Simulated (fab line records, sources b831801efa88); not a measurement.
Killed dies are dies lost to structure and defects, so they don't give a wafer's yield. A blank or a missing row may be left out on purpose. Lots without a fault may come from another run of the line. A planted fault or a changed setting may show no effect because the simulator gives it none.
Which tool did it? | flow sfq_line | 14 lots, 42 wafers sampled, at 3 steps of a route of 325

WHAT THE GAUGES READ, wafer by wafer
SFQ_M8_RS_MEAS_949: measures by four-point-probe.
lot  | measured     | on            | M8_AU_RS (ohm/sq)
L905 | day 81 10:53 | film_metro-04 | 0.1536 0.1542 0.1530
L906 | day 81 12:01 | film_metro-04 | 0.1519 0.1514 0.1537
L907 | day 83 16:29 | film_metro-02 | 0.1568 0.1556 0.1561
L908 | day 84 03:41 | film_metro-02 | 0.1566 0.1529 0.1547
L909 | day 84 15:31 | film_metro-02 | 0.1533 0.1530 0.1524
L910 | day 84 21:31 | film_metro-02 | 0.1541 0.1533 0.1530
L912 | day 85 03:29 | film_metro-02 | 0.1561 0.1529 0.1568
L917 | day 85 19:06 | film_metro-04 | 0.1557 0.1832 0.1559
L918 | day 85 20:17 | film_metro-04 | 0.1515 0.1537 0.1519
L919 | day 86 01:07 | film_metro-04 | 0.1801 0.1802 0.1519
L922 | day 86 14:17 | film_metro-04 | 0.1516 0.1525 0.1543
L924 | day 86 19:07 | film_metro-02 | 0.1514 0.1519 0.1524
L926 | day 87 04:42 | film_metro-04 | 0.1535 0.1542 0.1528
L928 | day 87 11:53 | film_metro-03 | 0.1549 0.1525 0.1547

SFQ_M8_THK_MEAS_950: measures by xrf.
lot  | measured     | on            | M8_AU_THK (nm)
L905 | day 81 10:58 | film_metro-04 | 182.5 181.5 183.0
L906 | day 81 12:08 | film_metro-04 | 184.0 185.3 182.1
L907 | day 83 16:37 | film_metro-02 | 176.6 177.3 176.9
L908 | day 84 03:48 | film_metro-02 | 176.3 180.4 178.8
L909 | day 84 15:37 | film_metro-02 | 180.0 180.2 180.3
L910 | day 84 21:37 | film_metro-02 | 178.7 180.2 180.1
L912 | day 85 03:36 | film_metro-02 | 175.0 179.1 174.5
L917 | day 85 19:13 | film_metro-04 | 179.2 152.3 179.6
L918 | day 85 20:24 | film_metro-04 | 184.0 181.4 184.5
L919 | day 86 01:13 | film_metro-04 | 155.3 155.7 183.2
L922 | day 86 14:24 | film_metro-04 | 184.6 183.1 181.1
L924 | day 86 19:13 | film_metro-02 | 181.9 180.9 180.5
L926 | day 87 04:49 | film_metro-04 | 182.4 180.2 182.2
L928 | day 87 12:00 | film_metro-03 | 176.4 179.9 177.0

WHICH TOOL RAN EACH LOT (tool, then ch and the chambers of the sampled wafers, then the start)
lot  | SFQ_TRILAYER_M8_DEP_EVAP_196
L905 | pvd_sputter-02, day 81 10:18
L906 | pvd_sputter-01, day 81 11:30
L907 | pvd_sputter-02, day 83 15:56
L908 | pvd_sputter-01, day 84 03:10
L909 | pvd_sputter-02, day 84 14:58
L910 | pvd_sputter-01, day 84 20:58
L912 | pvd_sputter-01, day 85 02:58
L917 | pvd_sputter-02, day 85 18:34
L918 | pvd_sputter-01, day 85 19:46
L919 | pvd_sputter-02, day 86 00:34
L922 | pvd_sputter-01, day 86 13:46
L924 | pvd_sputter-01, day 86 18:34
L926 | pvd_sputter-01, day 87 04:10
L928 | pvd_sputter-01, day 87 11:22
- SFQ_TRILAYER_M8_DEP_EVAP_196: material Au, target thk 180 nm, time 900 s.

WHAT THE TOOLS THEMSELVES READ (means of the sampled wafers that have a number; where no wafer has one, the mark that the record gives instead)
The record holds no such reading with a usual standard deviation.

THE ANSWER, worked out from the rows above alone
Rule: what is usual is taken from the lots themselves. Put in order of their means at a reading, lots are off if they are a third of the lots or fewer, leave a main group of 4 or more, and stand apart from it by a gap of 3 or more times the standard deviation of the main group's means; of several such gaps the widest counts. A main group whose means are all the same, to the digits that the tables above print for the reading, isn't used. A lot without any number at a reading at which 4 lots or more have one is off too. The other lots that the step has rows for count as sound. The gauges are gone through in route order, then the tools' own readings, and for those a lot's mean is taken as printed above. The first step at which some lot is off is used, and at that step the reading that is off furthest; a lot without a number counts as furthest.
Off: L917, L919, at SFQ_M8_RS_MEAS_949 (M8_AU_RS). The main group: mean 0.1536 ohm/sq, standard deviation 0.0012.
A tool fits if, at a process step before that reading, it ran every lot that is off, and no sound lot after the first of them. The gauges at SFQ_M8_RS_MEAS_949 are tried like those tools. One fits: pvd_sputter-02 at SFQ_TRILAYER_M8_DEP_EVAP_196. Its last sound lot is L909 (day 84 14:58), its first lot that is off L917 (day 85 18:34): a fault that began between those two fits.

WHAT THE SIMULATOR HAD PUT IN
Process parameter drift: pvd_sputter-02, from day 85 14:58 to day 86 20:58, at SFQ_TRILAYER_M8_DEP_EVAP_196. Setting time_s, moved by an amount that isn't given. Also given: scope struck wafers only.
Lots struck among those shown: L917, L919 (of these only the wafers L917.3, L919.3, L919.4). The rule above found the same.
